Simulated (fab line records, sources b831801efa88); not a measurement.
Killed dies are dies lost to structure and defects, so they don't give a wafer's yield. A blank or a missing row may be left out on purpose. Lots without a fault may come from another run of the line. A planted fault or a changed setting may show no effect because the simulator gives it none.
A sampling plan put to the test | flow gf180mcu | one fab line, 3 faults that these records tell of, each judged on the records of the lots that it struck
The plan is the line's own looks: the steps of the route at which a gauge or an inspection reads the wafer and doesn't change it. A look can be judged if struck wafers have a number there and the file gives its usual mean and standard deviation on fault-free wafers. Caught: at a look after the fault's first step, the mean of the struck wafers lies 4 or more of those standard deviations (sigma) from the usual mean. On the tool: the same test on the tool's own readings at the fault's steps. Another recipe on the struck wafers, or a record that is blank for them alone, also counts as caught.

THE FAULTS, as the simulator had put them in
1. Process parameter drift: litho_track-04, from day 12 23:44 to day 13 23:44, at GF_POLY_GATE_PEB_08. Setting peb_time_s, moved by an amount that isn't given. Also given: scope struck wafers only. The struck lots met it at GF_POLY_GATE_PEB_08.
2. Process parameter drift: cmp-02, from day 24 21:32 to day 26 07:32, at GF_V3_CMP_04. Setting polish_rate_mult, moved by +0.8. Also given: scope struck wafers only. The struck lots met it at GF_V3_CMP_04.
3. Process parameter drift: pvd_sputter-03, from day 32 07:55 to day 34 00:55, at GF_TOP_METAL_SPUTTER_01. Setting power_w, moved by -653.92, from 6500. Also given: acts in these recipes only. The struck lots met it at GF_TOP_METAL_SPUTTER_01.

WHAT THE PLAN SAW
fault | on the tool itself                     | first look that catches it                   | reading, sigma | median hours from its first step to that look | hours from the fault's start to the first struck lot there | judged looks passed uncaught
1     | heater_power_total_W +23 sigma         | no look after it can be judged               | -              | -                                             | -                                                          | 0
2     | time_to_endpoint_s -6.6 sigma          | no look after it can be judged               | -              | -                                             | -                                                          | 0
3     | cathode_dc_power_W -99 or beyond sigma | not the one look that can be judged after it | -              | -                                             | -                                                          | 1
A dash: the fault isn't caught, or these records don't give the number.

Caught at a look: 0 of 3. Caught on the tool: 3 of 3. By one or the other: 3 of 3.
Caught on the tool alone: faults 1, 2, 3.
